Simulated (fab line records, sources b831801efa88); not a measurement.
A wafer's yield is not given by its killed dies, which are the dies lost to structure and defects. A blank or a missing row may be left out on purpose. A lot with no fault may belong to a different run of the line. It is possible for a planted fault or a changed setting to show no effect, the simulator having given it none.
Code-filled problem report in 8D (eight disciplines) form ; flow sky130 ; the parts of the form that need people (team, actions taken, sign-off) are left out

1. WHAT WENT WRONG
LI_CONTACT_HDPCVD_THK at SKY_LI_CONTACT_THK_MEAS_01 reads a mean of 730 nm on 6 wafers of 2 lots; wafers without a fault read 938 nm with a standard deviation of 9.5. Relative to the usual mean, that is a shift of -22 standard deviations.
First observed at day 33 04:19: wafer L784.1, on film-metro-02. Wafers with a number at this step in the record: 36, from 12 lots. Rule for "out", or "out of limits": more than 4 standard deviations from the usual mean. The rest of the wafers with a number are treated as sound.

2. WHAT IT IS; WHAT IT IS NOT
question;is;is not
which readings at this step;LI_CONTACT_HDPCVD_THK;-
which lots;L784, L787;L769, L770, L771, L773, L774, L775, L777, L778, L782, L790
which wafers of those lots;all that have a number;-
read on which gauges;film-metro-02, film-metro-03;film-metro-01
when;from day 33 04:19;"up to then (27 sound wafers); but 3 sound wafers of L790 came after"

3. THE SUSPECTS, EACH WITH WHAT RULES IT OUT
Counting: a tool stays on the suspect list if, at a process step up to the reading, it processed all lots that are out and no sound lot following the first of them.
- the gauge at SKY_LI_CONTACT_THK_MEAS_01 has been ruled out. The wafers that are out were read on 2 gauges (film-metro-02, film-metro-03).
- hdpcvd-02 at SKY_LI_CONTACT_HDPCVD_00 (deposits PSG, target thk 930 nm, time 155 s): kept. It ran every lot that is out, first L784 (day 33 04:13), and no sound lot after that; its last sound lot up to then is L782 (day 32 11:37). Its own readings are out on those wafers: run-length-s.
The count leaves hdpcvd-02 at SKY_LI_CONTACT_HDPCVD_00.

4. THE CAUSE (what the simulator had put in)
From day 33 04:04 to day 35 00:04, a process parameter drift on hdpcvd-02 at SKY_LI_CONTACT_HDPCVD_00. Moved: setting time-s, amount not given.
This tool alone remained once counting was done.

5. THE EFFECT CHAIN, in route order
One row per reading whose mean, taken over the struck wafers that have a number, lies over 3 standard deviations from the usual. Readings are gone through only where the record gives a usual standard deviation; hours: the median, over the lots, of the time from a lot's start at the first step in this table giving one to that lot's start at this step; sigmas: the change measured in usual standard deviations.
hours;step;reading;usual;on struck wafers;change;sigmas
0;SKY_LI_CONTACT_HDPCVD_00;run-length-s;182.7 s;148.0;-34.7;-60
0;SKY_LI_CONTACT_THK_MEAS_01;LI_CONTACT_HDPCVD_THK;938 nm;730;-208;-22
0;SKY_LI_CONTACT_CMP_02;time-to-endpoint-s;32.0 s;10.8;-21.2;-7.9
The process steps in it:
- SKY_LI_CONTACT_HDPCVD_00: deposits PSG, target thk 930 nm, time 155 s.
- SKY_LI_CONTACT_CMP_02: polishes PSG.
At these later measuring or inspecting steps, every struck wafer for which the step has a row has a number for every such reading, and none has moved that far: SKY_LI_CONTACT_CD_MEAS_12.

6. HOW IT WOULD HAVE BEEN CAUGHT EARLIER
The first out-of-limits reading at a measuring or inspecting step in this record came at day 33 04:19, 0 hours after the fault's start at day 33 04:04.
The tool's own readings at SKY_LI_CONTACT_HDPCVD_00 were out on every struck wafer that the step has a row for (run-length-s): an alarm limit on them would have fired on the first of those.
Of the lots that are out (2), L787 began SKY_LI_CONTACT_HDPCVD_00 on hdpcvd-02 after day 33 04:19. It would have been spared by a hold on the tool at that moment.
